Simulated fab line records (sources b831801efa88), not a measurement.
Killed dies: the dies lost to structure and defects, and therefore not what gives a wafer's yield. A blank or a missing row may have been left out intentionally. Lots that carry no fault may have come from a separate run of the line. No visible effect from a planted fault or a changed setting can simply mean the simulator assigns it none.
Which tool did it? | flow sky130 | 13 lots, 39 wafers sampled, at 4 steps of a route of 708

== WHAT THE GAUGES SHOWED, per wafer ==
SKY_CONTACT_THK_MEAS_26: measures by xrf. Usual: CONTACT_W_THK 337 nm, standard deviation 4.7.
lot  | measured     | on            | CONTACT_W_THK (nm) | flag
L181 | day 32 08:01 | film_metro-03 | 342 336 338        |
L182 | day 32 08:40 | film_metro-04 | 339 338 344        |
L184 | day 32 12:13 | film_metro-04 | 332 333 336        |
L186 | day 33 08:17 | film_metro-03 | 336 339 334        |
L188 | day 34 00:56 | film_metro-02 | 341 329 329        |
L191 | day 35 00:07 | film_metro-02 | 342 334 337        |
L192 | day 35 04:53 | film_metro-04 | 334 339 337        |
L196 | day 36 08:43 | film_metro-02 | 336 340 336        |
L197 | day 36 18:20 | film_metro-03 | 332 329 326        |
L201 | day 38 07:00 | film_metro-04 | 346 342 349        |
L202 | day 38 21:37 | film_metro-02 | 334 344 338        |
L203 | day 38 23:10 | film_metro-04 | 339 341 339        |
L204 | day 39 14:58 | film_metro-03 | 334 332 334        |

== WHICH TOOL RAN EACH LOT (tool, then ch and the chambers of the sampled wafers, then the start) ==
lot  | SKY_CONTACT_SOFTBAKE_10           | SKY_CONTACT_ETCH_16                | SKY_CONTACT_SPUTTER_23
L181 | litho_track-01 ch 0, day 31 16:00 | rie_diel-01 ch 0,3, day 32 06:59   | pvd_sputter-01, day 32 07:43
L182 | litho_track-02 ch 0, day 31 17:00 | rie_diel-01 ch 0,1,3, day 32 07:38 | pvd_sputter-02, day 32 08:22
L184 | litho_track-01 ch 0, day 31 21:00 | rie_diel-03 ch 0,2, day 32 11:05   | pvd_sputter-03, day 32 11:49
L186 | litho_track-01 ch 0, day 32 17:00 | rie_diel-01 ch 0,1,3, day 33 07:16 | pvd_sputter-03, day 33 07:58
L188 | litho_track-01 ch 0, day 33 11:00 | rie_diel-01 ch 0,2,3, day 33 23:53 | pvd_sputter-01, day 34 00:39
L191 | litho_track-02 ch 0, day 34 10:00 | rie_diel-04 ch 0,1, day 34 23:05   | pvd_sputter-02, day 34 23:49
L192 | litho_track-02 ch 0, day 34 15:00 | rie_diel-04 ch 1,2, day 35 03:50   | pvd_sputter-01, day 35 04:34
L196 | litho_track-01 ch 0, day 35 17:00 | rie_diel-04 ch 0,1,2, day 36 07:38 | pvd_sputter-01, day 36 08:26
L197 | litho_track-03 ch 0, day 36 04:00 | rie_diel-03 ch 1,3, day 36 17:11   | pvd_sputter-01, day 36 18:02
L201 | litho_track-01 ch 0, day 37 17:00 | rie_diel-03 ch 1,3, day 38 05:56   | pvd_sputter-03, day 38 06:41
L202 | litho_track-01 ch 0, day 38 07:00 | rie_diel-01 ch 1,2, day 38 20:35   | pvd_sputter-01, day 38 21:19
L203 | litho_track-01 ch 0, day 38 09:00 | rie_diel-03 ch 1,2, day 38 22:08   | pvd_sputter-01, day 38 22:52
L204 | litho_track-03 ch 0, day 39 01:00 | rie_diel-04 ch 1,2, day 39 13:56   | pvd_sputter-01, day 39 14:40
- SKY_CONTACT_SOFTBAKE_10: time 90 s.
- SKY_CONTACT_ETCH_16: etches BARC in N2/H2, stops on SiO2, time 45.9 s, target depth 60 nm.
- SKY_CONTACT_SPUTTER_23: material TiN, target thk 20 nm, time 80 s.

== WHAT THE TOOLS THEMSELVES READ (means of the sampled wafers that have a number; where no wafer has one, the mark that the record gives instead) ==
SKY_CONTACT_SOFTBAKE_10. Usual: run_length_s at 119.15 s, with a standard deviation of 0.28.
lot  | tool           | run_length_s (s) | flag
L181 | litho_track-01 | 118.92           |
L182 | litho_track-02 | 119.22           |
L184 | litho_track-01 | 118.99           |
L186 | litho_track-01 | 118.83           |
L188 | litho_track-01 | 119.02           |
L191 | litho_track-02 | 124.18           | OFF
L192 | litho_track-02 | 124.31           | OFF
L196 | litho_track-01 | 118.92           |
L197 | litho_track-03 | 119.61           |
L201 | litho_track-01 | 118.89           |
L202 | litho_track-01 | 118.95           |
L203 | litho_track-01 | 118.97           |
L204 | litho_track-03 | 119.56           |

SKY_CONTACT_ETCH_16. Usual: drypump_motor_current_A 5.8 A, standard deviation 0.4; h2_flow_sccm 199.9 sccm, standard deviation 0.63; oes_product_au 0.854 a.u., standard deviation 0.0048; throttle_valve_pct 13.226 %, standard deviation 0.0085.
lot  | tool        | drypump_motor_current_A (A) | h2_flow_sccm (sccm) | oes_product_au (a.u.) | throttle_valve_pct (%) | flag
L181 | rie_diel-01 | 5.4                         | 199.2               | 0.849                 | 13.221                 |
L182 | rie_diel-01 | 5.5                         | 200.1               | 0.855                 | 13.230                 |
L184 | rie_diel-03 | 5.9                         | 200.1               | 0.853                 | 13.231                 |
L186 | rie_diel-01 | 5.6                         | 199.6               | 0.851                 | 13.235                 |
L188 | rie_diel-01 | 5.5                         | 200.5               | 0.854                 | 13.228                 |
L191 | rie_diel-04 | 6.0                         | 200.1               | 0.856                 | 13.229                 |
L192 | rie_diel-04 | 6.4                         | 200.9               | 0.852                 | 13.231                 |
L196 | rie_diel-04 | 6.1                         | 199.4               | 0.855                 | 13.227                 |
L197 | rie_diel-03 | 6.2                         | 199.5               | 0.851                 | 13.232                 |
L201 | rie_diel-03 | 6.1                         | 199.6               | 0.852                 | 13.224                 |
L202 | rie_diel-01 | 5.5                         | 199.9               | 0.861                 | 13.214                 |
L203 | rie_diel-03 | 6.0                         | 199.8               | 0.855                 | 13.225                 |
L204 | rie_diel-04 | 6.4                         | 199.7               | 0.855                 | 13.228                 |

SKY_CONTACT_SPUTTER_23. Usual: chamber_pressure_pa 5.000 Pa, standard deviation 0.011; throttle_valve_pct 29.5 %, standard deviation 0.59.
lot  | tool           | chamber_pressure_pa (Pa) | throttle_valve_pct (%) | flag
L181 | pvd_sputter-01 | 5.000                    | 29.8                   |
L182 | pvd_sputter-02 | 5.002                    | 29.5                   |
L184 | pvd_sputter-03 | 4.991                    | 29.5                   |
L186 | pvd_sputter-03 | 5.007                    | 29.9                   |
L188 | pvd_sputter-01 | 5.003                    | 29.7                   |
L191 | pvd_sputter-02 | 5.007                    | 29.6                   |
L192 | pvd_sputter-01 | 5.003                    | 29.6                   |
L196 | pvd_sputter-01 | 5.002                    | 29.7                   |
L197 | pvd_sputter-01 | 4.994                    | 29.7                   |
L201 | pvd_sputter-03 | 5.005                    | 28.7                   |
L202 | pvd_sputter-01 | 5.000                    | 29.6                   |
L203 | pvd_sputter-01 | 4.989                    | 29.6                   |
L204 | pvd_sputter-01 | 5.003                    | 29.4                   |

== THE ANSWER, worked out from the rows above alone ==
Rule: take the mean of a lot's wafers that have a number; if it is more than 3 standard deviations from the usual mean, the lot is off. A lot without any number at a reading at which 4 lots or more have one is off too. Where the step has rows for the other lots, those lots are counted as sound. Order of review: gauges by route order, followed by the tools' own readings, for which a lot's mean as printed above is used. At the first step where some lot is off, the reading lying furthest off is the one used; lots without a number count as furthest.
Off: L191, L192 (SKY_CONTACT_SOFTBAKE_10, run_length_s).
A tool fits if, at that step or a process step before it, it ran every lot that is off, and no sound lot after the first of them. One candidate fits, namely litho_track-02 at SKY_CONTACT_SOFTBAKE_10. Its last sound lot is L182 (day 31 17:00), its first lot that is off L191 (day 34 10:00): a fault that began between those two fits.
On the lots that are off, the tool's own readings at SKY_CONTACT_SOFTBAKE_10 differ by more than 5 times the standard deviation of the sound lots' means, which bears it out; run_length_s reads 124.25 s there versus 119.08 s on the sound lots.

== WHAT THE SIMULATOR HAD PUT IN ==
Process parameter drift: litho_track-02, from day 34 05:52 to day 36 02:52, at SKY_CONTACT_SOFTBAKE_10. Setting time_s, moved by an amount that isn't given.
Lots struck among those shown: L191, L192. The rule above found the same.
